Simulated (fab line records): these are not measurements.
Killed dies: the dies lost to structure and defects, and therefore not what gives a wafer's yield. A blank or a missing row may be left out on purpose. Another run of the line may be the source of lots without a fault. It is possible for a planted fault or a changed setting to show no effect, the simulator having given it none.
Which tool is to blame? / flow gf180mcu / 12 lots, 36 wafers sampled, at 7 steps of a route of 602

## WHAT THE GAUGES SHOWED, per wafer
GF_VT_IMPLANT_OVL_MEAS_07.
lot=L171; measured=day 5 21:17; on=overlay-01; VT_IMPLANT_OVL (nm)=0.4 -1.3 -0.3
lot=L172; measured=day 6 05:32; on=overlay-01; VT_IMPLANT_OVL (nm)=-2.5 -1.7 -2.1
lot=L173; measured=day 6 11:51; on=overlay-01; VT_IMPLANT_OVL (nm)=-2.8 -3.4 -0.4
lot=L174; measured=day 6 17:32; on=overlay-02; VT_IMPLANT_OVL (nm)=-1.7 -1.8 0.0
lot=L175; measured=day 7 01:11; on=overlay-01; VT_IMPLANT_OVL (nm)=-3.6 -2.3 -0.7
lot=L177; measured=day 7 10:56; on=overlay-02; VT_IMPLANT_OVL (nm)=-1.0 2.3 1.1
lot=L185; measured=day 9 11:00; on=overlay-02; VT_IMPLANT_OVL (nm)=0.5 0.9 1.0
lot=L187; measured=day 9 20:38; on=overlay-01; VT_IMPLANT_OVL (nm)=-2.7 -3.1 -3.1
lot=L189; measured=day 10 09:20; on=overlay-02; VT_IMPLANT_OVL (nm)=1.3 -1.4 -1.5
lot=L191; measured=day 10 21:53; on=overlay-01; VT_IMPLANT_OVL (nm)=0.9 0.9 -2.0
lot=L192; measured=day 11 02:17; on=overlay-01; VT_IMPLANT_OVL (nm)=-2.6 -1.6 -3.0
lot=L193; measured=day 11 09:08; on=overlay-01; VT_IMPLANT_OVL (nm)=0.1 -1.3 -0.5

GF_HV_LDD_CD_MEAS_31: target cd 400 nm.
lot=L171; measured=day 12 06:19; on=cd-sem-02; cd-nm (nm)=402.0 403.0 402.9
lot=L172; measured=day 12 20:24; on=cd-sem-02; cd-nm (nm)=401.9 399.7 400.8
lot=L173; measured=day 12 19:26; on=cd-sem-01; cd-nm (nm)=399.5 403.1 400.2
lot=L174; measured=day 13 02:49; on=cd-sem-02; cd-nm (nm)=399.6 397.0 400.6
lot=L175; measured=day 13 13:44; on=cd-sem-02; cd-nm (nm)=- - -
lot=L177; measured=day 14 02:40; on=cd-sem-01; cd-nm (nm)=- - -
lot=L185; measured=day 16 18:50; on=cd-sem-01; cd-nm (nm)=403.3 403.5 402.4
lot=L187; measured=day 17 01:03; on=cd-sem-01; cd-nm (nm)=399.9 403.0 402.4
lot=L189; measured=day 17 18:37; on=cd-sem-01; cd-nm (nm)=401.6 400.9 398.1
lot=L191; measured=day 18 03:53; on=cd-sem-01; cd-nm (nm)=401.3 401.6 402.1
lot=L192; measured=day 18 14:25; on=cd-sem-02; cd-nm (nm)=400.1 401.7 400.2
lot=L193; measured=day 18 15:28; on=cd-sem-01; cd-nm (nm)=399.4 398.5 397.5

GF_HV_LDD_OVL_MEAS_32.
lot=L171; measured=day 12 06:25; on=overlay-02; HV_LDD_02_OVL (nm)=1.3 0.0 0.1
lot=L172; measured=day 12 20:31; on=overlay-02; HV_LDD_02_OVL (nm)=2.1 2.2 2.4
lot=L173; measured=day 12 19:34; on=overlay-02; HV_LDD_02_OVL (nm)=0.7 1.2 -1.0
lot=L174; measured=day 13 02:55; on=overlay-01; HV_LDD_02_OVL (nm)=2.1 1.5 2.9
lot=L175; measured=day 13 13:52; on=overlay-02; HV_LDD_02_OVL (nm)=- - -
lot=L177; measured=day 14 02:46; on=overlay-01; HV_LDD_02_OVL (nm)=- - -
lot=L185; measured=day 16 18:56; on=overlay-01; HV_LDD_02_OVL (nm)=0.1 1.0 0.7
lot=L187; measured=day 17 01:10; on=overlay-02; HV_LDD_02_OVL (nm)=2.3 2.3 2.5
lot=L189; measured=day 17 18:43; on=overlay-01; HV_LDD_02_OVL (nm)=1.4 -0.5 -0.2
lot=L191; measured=day 18 04:01; on=overlay-01; HV_LDD_02_OVL (nm)=0.4 0.4 0.1
lot=L192; measured=day 18 14:32; on=overlay-01; HV_LDD_02_OVL (nm)=2.4 -1.4 1.4
lot=L193; measured=day 18 15:35; on=overlay-01; HV_LDD_02_OVL (nm)=0.8 -0.5 -0.7

GF_HV_LDD_TW_MEAS_38.
lot=L171; measured=day 12 07:10; on=film-metro-01; HV_LDD_3_TW=1445 1447 1448
lot=L172; measured=day 12 21:16; on=film-metro-01; HV_LDD_3_TW=1451 1444 1444
lot=L173; measured=day 12 20:18; on=film-metro-04; HV_LDD_3_TW=1444 1445 1452
lot=L174; measured=day 13 03:39; on=film-metro-03; HV_LDD_3_TW=1448 1449 1449
lot=L175; measured=day 13 14:36; on=film-metro-04; HV_LDD_3_TW=30 30 30 30 30 30
lot=L177; measured=day 14 03:31; on=film-metro-03; HV_LDD_3_TW=30 30 30 30 30 30
lot=L185; measured=day 16 19:41; on=film-metro-01; HV_LDD_3_TW=1438 1439 1438
lot=L187; measured=day 17 01:54; on=film-metro-01; HV_LDD_3_TW=1433 1443 1435
lot=L189; measured=day 17 19:28; on=film-metro-03; HV_LDD_3_TW=1436 1433 1442
lot=L191; measured=day 18 04:45; on=film-metro-04; HV_LDD_3_TW=1455 1455 1449
lot=L192; measured=day 18 15:16; on=film-metro-04; HV_LDD_3_TW=1446 1452 1443
lot=L193; measured=day 18 16:19; on=film-metro-01; HV_LDD_3_TW=1444 1444 1438

GF_PSD_RS_MEAS_15: measures by four-point-probe.
lot=L171; measured=day 14 22:17; on=film-metro-01; PSD_RS (ohm/sq)=108.95 108.55 108.69
lot=L172; measured=day 15 13:31; on=film-metro-04; PSD_RS (ohm/sq)=108.63 109.06 109.07
lot=L173; measured=day 15 12:54; on=film-metro-01; PSD_RS (ohm/sq)=108.40 108.56 108.62
lot=L174; measured=day 15 21:40; on=film-metro-02; PSD_RS (ohm/sq)=108.91 108.78 108.95
lot=L185; measured=day 19 22:19; on=film-metro-04; PSD_RS (ohm/sq)=108.74 108.95 108.90
lot=L187; measured=day 20 04:40; on=film-metro-02; PSD_RS (ohm/sq)=108.18 108.38 108.50
lot=L189; measured=day 21 03:36; on=film-metro-01; PSD_RS (ohm/sq)=108.60 108.26 108.73
lot=L191; measured=day 21 08:46; on=film-metro-01; PSD_RS (ohm/sq)=109.25 108.84 108.95
lot=L192; measured=day 21 19:20; on=film-metro-04; PSD_RS (ohm/sq)=108.31 108.02 108.36
lot=L193; measured=day 21 19:46; on=film-metro-01; PSD_RS (ohm/sq)=108.86 108.84 108.80

## WHICH TOOL RAN EACH LOT (tool, then ch and the chambers of the sampled wafers, then the start)
lot=L171; GF_HV_LDD_DEVELOP_30=litho-track-04 ch 0, day 12 06:10; GF_HV_LDD_ETCHBACK_58=rie-diel-04 ch 0,2, day 13 05:15
lot=L172; GF_HV_LDD_DEVELOP_30=litho-track-04 ch 0, day 12 20:11; GF_HV_LDD_ETCHBACK_58=rie-diel-01 ch 0,2,3, day 13 20:13
lot=L173; GF_HV_LDD_DEVELOP_30=litho-track-04 ch 0, day 12 19:17; GF_HV_LDD_ETCHBACK_58=rie-diel-01 ch 0,2, day 13 18:10
lot=L174; GF_HV_LDD_DEVELOP_30=litho-track-03 ch 0, day 13 02:40; GF_HV_LDD_ETCHBACK_58=rie-diel-04 ch 0,1, day 14 01:49
lot=L175; GF_HV_LDD_DEVELOP_30=litho-track-04 ch 0, day 13 13:35; GF_HV_LDD_ETCHBACK_58=-
lot=L177; GF_HV_LDD_DEVELOP_30=litho-track-04 ch 0, day 14 02:31; GF_HV_LDD_ETCHBACK_58=-
lot=L185; GF_HV_LDD_DEVELOP_30=litho-track-02 ch 0, day 16 18:42; GF_HV_LDD_ETCHBACK_58=rie-diel-04 ch 1,3, day 17 21:52
lot=L187; GF_HV_LDD_DEVELOP_30=litho-track-03 ch 0, day 17 00:55; GF_HV_LDD_ETCHBACK_58=rie-diel-04 ch 0,2,3, day 18 04:17
lot=L189; GF_HV_LDD_DEVELOP_30=litho-track-03 ch 0, day 17 18:29; GF_HV_LDD_ETCHBACK_58=rie-diel-02 ch 2,3, day 18 23:38
lot=L191; GF_HV_LDD_DEVELOP_30=litho-track-04 ch 0, day 18 03:44; GF_HV_LDD_ETCHBACK_58=rie-diel-04 ch 0,1,3, day 19 07:39
lot=L192; GF_HV_LDD_DEVELOP_30=litho-track-02 ch 0, day 18 14:17; GF_HV_LDD_ETCHBACK_58=rie-diel-04 ch 0,1,2, day 19 18:40
lot=L193; GF_HV_LDD_DEVELOP_30=litho-track-02 ch 0, day 18 15:20; GF_HV_LDD_ETCHBACK_58=rie-diel-04 ch 2,3, day 19 19:21
- GF_HV_LDD_DEVELOP_30: develop time 60 s.
- GF_HV_LDD_ETCHBACK_58: etches Si3N4 in CH3F/O2, stops on SiO2, time 100 s, target depth 90 nm.

## AS READ BY THE TOOLS THEMSELVES (means over the sampled wafers that have a number; for cases with no such wafer, the mark the record gives instead)
GF_HV_LDD_ETCHBACK_58.
lot=L171; tool=rie-diel-04; ch3f-flow-sccm (sccm)=40.05; chamber-pressure-mTorr (mTorr)=24.98; drypump-motor-current-A (A)=5.9; oes-product-au (a.u.)=0.845; throttle-valve-pct (%)=10.563
lot=L172; tool=rie-diel-01; ch3f-flow-sccm (sccm)=40.02; chamber-pressure-mTorr (mTorr)=25.00; drypump-motor-current-A (A)=5.3; oes-product-au (a.u.)=0.847; throttle-valve-pct (%)=10.559
lot=L173; tool=rie-diel-01; ch3f-flow-sccm (sccm)=40.12; chamber-pressure-mTorr (mTorr)=25.00; drypump-motor-current-A (A)=5.3; oes-product-au (a.u.)=0.830; throttle-valve-pct (%)=10.564
lot=L174; tool=rie-diel-04; ch3f-flow-sccm (sccm)=40.13; chamber-pressure-mTorr (mTorr)=25.01; drypump-motor-current-A (A)=5.9; oes-product-au (a.u.)=0.837; throttle-valve-pct (%)=10.556
lot=L185; tool=rie-diel-04; ch3f-flow-sccm (sccm)=39.96; chamber-pressure-mTorr (mTorr)=25.00; drypump-motor-current-A (A)=5.6; oes-product-au (a.u.)=0.848; throttle-valve-pct (%)=10.571
lot=L187; tool=rie-diel-04; ch3f-flow-sccm (sccm)=39.97; chamber-pressure-mTorr (mTorr)=24.99; drypump-motor-current-A (A)=5.8; oes-product-au (a.u.)=0.843; throttle-valve-pct (%)=10.558
lot=L189; tool=rie-diel-02; ch3f-flow-sccm (sccm)=39.96; chamber-pressure-mTorr (mTorr)=25.01; drypump-motor-current-A (A)=6.4; oes-product-au (a.u.)=0.840; throttle-valve-pct (%)=10.565
lot=L191; tool=rie-diel-04; ch3f-flow-sccm (sccm)=39.99; chamber-pressure-mTorr (mTorr)=25.00; drypump-motor-current-A (A)=5.8; oes-product-au (a.u.)=0.851; throttle-valve-pct (%)=10.563
lot=L192; tool=rie-diel-04; ch3f-flow-sccm (sccm)=40.07; chamber-pressure-mTorr (mTorr)=25.00; drypump-motor-current-A (A)=5.7; oes-product-au (a.u.)=0.835; throttle-valve-pct (%)=10.565
lot=L193; tool=rie-diel-04; ch3f-flow-sccm (sccm)=40.01; chamber-pressure-mTorr (mTorr)=24.97; drypump-motor-current-A (A)=5.5; oes-product-au (a.u.)=0.842; throttle-valve-pct (%)=10.565

## THE ANSWER, worked out from the rows above alone
Rule: the lots themselves supply what counts as usual. The widest of any qualifying gaps counts: lots, ordered by their means at a reading, are off when they make up no more than a third of the lots, leave a main group of 4 or more, and stand apart from it by 3 or more times the standard deviation of that group's means. A main group is skipped when, at the precision printed for the reading in the tables above, its means are all equal. Also off: a lot with no number at a reading for which 4 or more lots have one. The other lots that the step has rows for count as sound. After the gauges, taken in route order, come the tools' own readings; for these a lot's mean is taken, as printed above. At the first step where some lot is off, the reading lying furthest off is the one used; lots without a number count as furthest.
Off: L175, L177, at GF_HV_LDD_CD_MEAS_31 (cd-nm). Without a number there: L175, L177. Main group: mean 400.9 nm, sd 1.4.
A tool fits if, at a process step before that reading, it ran every lot that is off, and no sound lot after the first of them. The gauges at GF_HV_LDD_CD_MEAS_31 aren't tried: what is off there is off at GF_HV_LDD_OVL_MEAS_32 too, on other tools, and a gauge's error can't cause that. No candidate that was tried fits.

## WHAT THE SIMULATOR HAD PUT IN
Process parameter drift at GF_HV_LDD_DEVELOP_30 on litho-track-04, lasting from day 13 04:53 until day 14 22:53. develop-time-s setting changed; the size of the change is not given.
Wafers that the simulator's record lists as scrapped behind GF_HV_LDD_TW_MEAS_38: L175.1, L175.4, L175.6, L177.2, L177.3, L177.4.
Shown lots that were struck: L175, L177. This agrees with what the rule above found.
